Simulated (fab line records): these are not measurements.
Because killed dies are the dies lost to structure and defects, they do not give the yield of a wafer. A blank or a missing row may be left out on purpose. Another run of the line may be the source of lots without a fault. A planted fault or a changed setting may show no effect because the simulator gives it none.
Matching of chambers :: flow gf180mcu :: GF_CONTACT_CMP_04 on cmp-01 has 4 sister chambers
The step polishes SiO2. 4 wafers are shown with their chamber, then 11 later ones without.

## WAFERS WITH THEIR CHAMBER
wafer: L086.4
chamber: 3
motor_current_A (A): 13.8

wafer: L087.6
chamber: 1
motor_current_A (A): 12.9

wafer: L089.2
chamber: 0
motor_current_A (A): 13.4

wafer: L091.2
chamber: 2
motor_current_A (A): 10.4

## WAFERS MISSING THEIR CHAMBER
wafer: L091.4
motor_current_A (A): 12.5

wafer: L091.6
motor_current_A (A): 11.9

wafer: L092.1
motor_current_A (A): 13.9

wafer: L092.2
motor_current_A (A): 12.6

wafer: L092.4
motor_current_A (A): 10.2

wafer: L094.1
motor_current_A (A): 10.5

wafer: L094.3
motor_current_A (A): 12.0

wafer: L094.6
motor_current_A (A): 12.9

wafer: L096.3
motor_current_A (A): 13.7

wafer: L096.5
motor_current_A (A): 10.6

wafer: L096.6
motor_current_A (A): 13.3

## CHAMBER TAKEN BY EACH
wafer: L091.4
from the rows above: can't be placed: 1 or 0
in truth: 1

wafer: L091.6
from the rows above: can't be placed: 1 or 0 or 2
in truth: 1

wafer: L092.1
from the rows above: can't be placed: 3 or 0
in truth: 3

wafer: L092.2
from the rows above: can't be placed: 1 or 0
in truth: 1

wafer: L092.4
from the rows above: 2
in truth: 2

wafer: L094.1
from the rows above: 2
in truth: 2

wafer: L094.3
from the rows above: can't be placed: 1 or 0 or 2
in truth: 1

wafer: L094.6
from the rows above: can't be placed: 1 or 0
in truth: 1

wafer: L096.3
from the rows above: can't be placed: 3 or 0 or 1
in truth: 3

wafer: L096.5
from the rows above: 2
in truth: 2

wafer: L096.6
from the rows above: can't be placed: 0 or 1 or 3
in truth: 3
Correctly placed: 3 of 11. These rows do not allow placing 8 (true chamber among the candidates in 8). Wrongly placed: 0.
How it was worked out, from the rows above alone: a wafer's distance from a chamber is the root of the sum, over the readings, of the square of ((its reading less the chamber's mean) divided by the reading's scatter). The wafer belongs to the nearest chamber; if the next one is less than 2 further off, it can't be placed. A chamber's mean is the mean of its shown wafers. The scatter: root of mean squared gap, hidden wafer to nearest shown wafer, with one shown wafer a chamber.
